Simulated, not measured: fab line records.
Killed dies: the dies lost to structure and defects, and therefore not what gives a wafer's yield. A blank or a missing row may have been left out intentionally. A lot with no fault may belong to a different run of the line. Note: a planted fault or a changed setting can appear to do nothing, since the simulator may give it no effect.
8D (eight disciplines) problem report, filled in by code + flow sfqLine + the parts of the form that need people (team, actions taken, sign-off) are left out

== 1. WHAT WENT WRONG ==
Wafers without a fault read 21.302, standard deviation 0.021; exposureDoseMJCm2 at SFQ_TRILAYER_I7_VIA_LITHO_EXPOSE_188 reads a mean of 15.549 on 9 wafers belonging to 3 lots. That is -99 or more standard deviations from the usual mean.
The step: exposes mask I7, target cd 1000 nm.
The first sign was on wafer L699.4 at day 88 13:32, on krfScanner-02. Wafers with a number at this step in the record: 21, from 7 lots. The rule behind "out" and "out of limits": a value lying over 4 standard deviations away from the usual mean. The other wafers with a number count as sound.

== 2. WHAT IT IS; WHAT IT IS NOT ==
| question                    | is                     | is not                                                                   |
|-----------------------------|------------------------|--------------------------------------------------------------------------|
| which readings at this step | exposureDoseMJCm2      | focusOffsetNm                                                            |
| which lots                  | L699, L700, L701       | L691, L697, L712, L713                                                   |
| which wafers of those lots  | all that have a number | -                                                                        |
| read on which tools         | krfScanner-02          | krfScanner-01                                                            |
| when                        | from day 88 13:32      | up to then (6 sound wafers); but 6 sound wafers of L712, L713 came after |

== 3. WHAT RULES OUT EACH SUSPECT ==
Counting: a tool at a process step up to the reading stays a suspect if it ran every lot that is out and no sound lot after the first of them.
- krfScanner-02 at SFQ_TRILAYER_I7_VIA_LITHO_EXPOSE_188 (exposes mask I7, target cd 1000 nm): kept. It processed each lot that is out, first L699 at day 88 13:32, and no sound lot thereafter; up to then, the last sound lot it processed was L691 at day 86 19:17. Its own exposureDoseMJCm2 readings are out on those wafers.
The count leaves krfScanner-02 at SFQ_TRILAYER_I7_VIA_LITHO_EXPOSE_188.

== 4. THE CAUSE (what the simulator had put in) ==
Process parameters drifting: krfScanner-02 at SFQ_TRILAYER_I7_VIA_LITHO_EXPOSE_188, beginning at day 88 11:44. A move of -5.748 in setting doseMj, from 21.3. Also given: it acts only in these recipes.
Counting left only this tool.

== 5. SEQUENCE OF EFFECTS, ordered by route ==
Rows list readings where the struck wafers' mean (over those with a number) sits beyond 3 standard deviations from the usual. Scope: only readings with a usual standard deviation given in the record; hours: median across lots of the time from each lot's start at the first step in this table that gives one to its start at this step; sigmas: change in usual standard deviations.
| hours | step                                 | reading           | usual  | on struck wafers | change | sigmas      |
|-------|--------------------------------------|-------------------|--------|------------------|--------|-------------|
| 0     | SFQ_TRILAYER_I7_VIA_LITHO_EXPOSE_188 | exposureDoseMJCm2 | 21.302 | 15.549           | -5.753 | -99 or more |
Here are the process steps it includes:
- SFQ_TRILAYER_I7_VIA_LITHO_EXPOSE_188: exposes mask I7, target cd 1000 nm.
Later measuring or inspecting steps at which every struck wafer that the step has a row for has a number for every such reading, and none has moved that far: SFQ_I7_OVL_MEAS_947.

== 6. WHAT WOULD HAVE CAUGHT IT SOONER ==
In this record the first reading out of limits was taken at day 88 13:32, 2 hours after the fault began at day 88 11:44.
